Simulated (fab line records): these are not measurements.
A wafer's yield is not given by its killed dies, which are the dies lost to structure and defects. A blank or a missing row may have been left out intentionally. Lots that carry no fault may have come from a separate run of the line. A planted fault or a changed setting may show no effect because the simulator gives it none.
Which tool did it? + flow sky130 + 11 lots with 33 wafers sampled at 2 steps, on a route of 708 steps

== WHAT EACH GAUGE READ, for each wafer ==
SKY_VT_ADJUST_HVTP_CD_MEAS_07 targets a cd of 380 nm.
| lot  | measured     | on       | cdNm (nm)         |
|------|--------------|----------|-------------------|
| L838 | day 6 04:25  | cdSem-02 | 381.1 379.3 377.4 |
| L842 | day 7 05:22  | cdSem-01 | 379.5 378.5 378.9 |
| L843 | day 7 13:29  | cdSem-02 | 377.9 378.0 378.7 |
| L844 | day 7 18:46  | cdSem-01 | 383.3 383.6 384.5 |
| L848 | day 8 16:20  | cdSem-02 | 379.3 377.6 381.6 |
| L857 | day 11 15:29 | cdSem-02 | - - -             |
| L856 | day 11 16:03 | cdSem-02 | - - -             |
| L859 | day 11 20:26 | cdSem-02 | 381.4 380.3 378.3 |
| L858 | day 11 20:51 | cdSem-01 | 380.8 381.6 378.3 |
| L860 | day 12 02:54 | cdSem-02 | 377.0 376.1 375.9 |
| L861 | day 12 10:23 | cdSem-02 | 384.5 382.9 383.6 |

== WHAT TOOL EACH LOT RAN ON (gives the tool, then ch and the chambers of the sampled wafers, and finally the start) ==
| lot  | SKY_VT_ADJUST_HVTP_COAT_02       |
|------|----------------------------------|
| L838 | lithoTrack-03 ch 0, day 5 19:22  |
| L842 | lithoTrack-01 ch 0, day 6 20:02  |
| L843 | lithoTrack-04 ch 0, day 7 04:08  |
| L844 | lithoTrack-04 ch 0, day 7 08:29  |
| L848 | lithoTrack-04 ch 0, day 8 05:44  |
| L857 | lithoTrack-04, day 11 03:56      |
| L856 | lithoTrack-03, day 11 04:44      |
| L859 | lithoTrack-04 ch 0, day 11 08:50 |
| L858 | lithoTrack-04 ch 0, day 11 09:25 |
| L860 | lithoTrack-03 ch 0, day 11 14:44 |
| L861 | lithoTrack-04 ch 0, day 11 21:40 |
- SKY_VT_ADJUST_HVTP_COAT_02: resist thk 1140 nm.

== THE ANSWER, worked out from the rows above alone ==
Rule: the usual values come from the lots themselves. The widest of any qualifying gaps counts: lots, ordered by their means at a reading, are off when they make up no more than a third of the lots, leave a main group of 4 or more, and stand apart from it by 3 or more times the standard deviation of that group's means. Not used: any main group whose means are identical at the precision the tables above print for the reading. Also off: a lot with no number at a reading for which 4 or more lots have one. Where the step has rows for the other lots, those lots are counted as sound.
Off, at SKY_VT_ADJUST_HVTP_CD_MEAS_07 on cdNm: L857, L856. Without a number there: L857, L856. The main group has a mean of 380.0 nm with a standard deviation of 2.3.
A tool fits if, at a process step before that reading, it ran every lot that is off, and no sound lot after the first of them. Those tools and the gauges at SKY_VT_ADJUST_HVTP_CD_MEAS_07 are tried in the same way. Of those tried, none fits.

== WHAT THE SIMULATOR HAD INSERTED ==
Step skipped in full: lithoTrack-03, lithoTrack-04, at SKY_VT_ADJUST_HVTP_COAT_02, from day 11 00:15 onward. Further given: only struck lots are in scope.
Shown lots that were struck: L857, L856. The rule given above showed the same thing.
